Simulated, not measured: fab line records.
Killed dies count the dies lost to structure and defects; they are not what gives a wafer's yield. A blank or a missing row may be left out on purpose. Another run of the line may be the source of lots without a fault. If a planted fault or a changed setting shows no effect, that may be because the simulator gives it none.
Code-filled problem report in 8D (eight disciplines) form ; flow sky130 ; the parts of the form that need people (team, actions taken, sign-off) are left out

1. THE ISSUE
Wafers free of any fault read 15.37 nm (standard deviation 0.19) for CAP2M_CVD_00_THK at SKY_CAP2M_THK_MEAS_01, against a mean of 12.97 nm on 6 wafers of 2 lots. Relative to the usual mean, that is a shift of -13 standard deviations.
Seen first at day 45 06:40 on filmMetro-04, wafer L742.2. At this step, 36 wafers from 12 lots have a number in the record. By rule, "out" or "out of limits" means more than 4 standard deviations away from the usual mean. Any other wafer with a number is counted as sound.

2. WHAT IT IS AND WHAT IT IS NOT
question;is;is not
which readings at this step;CAP2M_CVD_00_THK;-
which lots;L742, L744;L722, L723, L724, L726, L727, L730, L733, L737, L739, L745
which wafers of those lots;all that have a number;-
read on which gauges;filmMetro-03, filmMetro-04;-
when;from day 45 06:40;"up to then (27 sound wafers); but 3 sound wafers of L745 came after"

3. SUSPECTS, AND WHAT RULES EACH OUT
Counting: any tool at a process step up to the reading is kept as a suspect provided that every lot that is out went through it and no sound lot did after the first of them.
- the gauge at SKY_CAP2M_THK_MEAS_01 has been ruled out. 2 gauges (filmMetro-03, filmMetro-04) read the wafers that are out.
- pecvd-03 at SKY_CAP2M_CVD_00 (deposits SiO2, target thk 15.5 nm): kept. All lots that are out passed through it, beginning with L742 at day 45 06:38, and no sound lot followed; its final sound lot before that point was L737 at day 44 03:06.
Remaining after the count: pecvd-03 at SKY_CAP2M_CVD_00.

4. THE CAUSE (what the simulator had put in)
Site profile drift: pecvd-03, from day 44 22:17 on, at SKY_CAP2M_CVD_00. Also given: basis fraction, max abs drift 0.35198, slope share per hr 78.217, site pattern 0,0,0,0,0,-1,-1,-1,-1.
The count eliminated every tool but this one.

5. SEQUENCE OF EFFECTS, ordered by route
Each row: a reading where the mean over the struck wafers with a number is more than 3 standard deviations away from the usual. Readings are gone through only where the record gives a usual standard deviation; hours: the median, over the lots, of the time from a lot's start at the first step in this table giving one to that lot's start at this step; sigmas: the change measured in usual standard deviations.
hours;step;reading;usual;on struck wafers;change;sigmas
0;SKY_CAP2M_THK_MEAS_01;CAP2M_CVD_00_THK;15.37 nm;12.97;-2.39;-13
42;SKY_METAL4_ETCH_17;oesProductAu;0.751 a.u.;0.695;-0.056;-8.1
It contains these process steps:
- SKY_METAL4_ETCH_17: etches SiO2 in C4F8/O2/Ar, stops on TiN, time 3.9 s, target depth 15 nm.
At these later measuring or inspecting steps, every struck wafer for which the step has a row has a number for every such reading, and none has moved that far: SKY_CAP2M_RS_MEAS_03, SKY_METAL4_CD_MEAS_13.

6. WHAT WOULD HAVE CAUGHT IT SOONER
Counted from the fault's start at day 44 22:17, it took 8 hours until the first out-of-limits reading at a measuring or inspecting step in this record, taken at day 45 06:40.
No tool reading at SKY_CAP2M_CVD_00 that has a usual standard deviation in the record was out on any struck wafer, so an alarm limit of 4 standard deviations on those readings would not have fired.
L744, from the lots that are out (2), started SKY_CAP2M_CVD_00 on pecvd-03 later than day 45 06:40. A hold on the tool at that time would have spared it.
